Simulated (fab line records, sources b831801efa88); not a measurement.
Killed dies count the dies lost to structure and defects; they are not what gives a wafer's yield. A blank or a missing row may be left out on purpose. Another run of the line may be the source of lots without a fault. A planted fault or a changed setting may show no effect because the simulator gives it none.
Chamber matching | flow gf180mcu | cmp-02 running GF_V4_CMP_26: 4 sister chambers
The step polishes, stops on SiO2, t overpolish 15 s, target thk 0 nm. 4 wafers are shown with their chamber, then 10 later ones without.

## WAFERS WITH THEIR CHAMBER
wafer  | chamber | motor current A (A)
L351.2 | 2       | 8.9
L352.3 | 0       | 12.2
L353.1 | 1       | 11.9
L353.3 | 3       | 9.4

## WAFERS MISSING THEIR CHAMBER
wafer  | motor current A (A)
L353.5 | 12.2
L355.3 | 12.4
L355.5 | 9.1
L355.6 | 10.0
L356.1 | 9.7
L356.4 | 8.7
L356.6 | 11.8
L367.2 | 9.2
L367.4 | 12.1
L367.5 | 9.1

## CHAMBER TAKEN BY EACH
wafer  | from the rows above     | in truth
L353.5 | can't be placed: 0 or 1 | 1
L355.3 | can't be placed: 0 or 1 | 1
L355.5 | can't be placed: 2 or 3 | 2
L355.6 | can't be placed: 3 or 2 | 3
L356.1 | can't be placed: 3 or 2 | 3
L356.4 | can't be placed: 2 or 3 | 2
L356.6 | can't be placed: 1 or 0 | 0
L367.2 | can't be placed: 3 or 2 | 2
L367.4 | can't be placed: 0 or 1 | 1
L367.5 | can't be placed: 2 or 3 | 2
0 of 10 placed correctly. Can't be placed from these rows: 10 (the true chamber is among the candidates in 10). Placed wrongly: 0.
How it was worked out, from the rows above alone: a wafer's distance from a chamber is the root of the sum, over the readings, of the square of ((its reading less the chamber's mean) divided by the reading's scatter). If the next closest chamber is less than 2 further off than the closest, the wafer can't be placed; otherwise it belongs to the closest. The mean given for a chamber averages the wafers shown for that chamber. The scatter: root of mean squared gap, hidden wafer to nearest shown wafer, with one shown wafer a chamber.
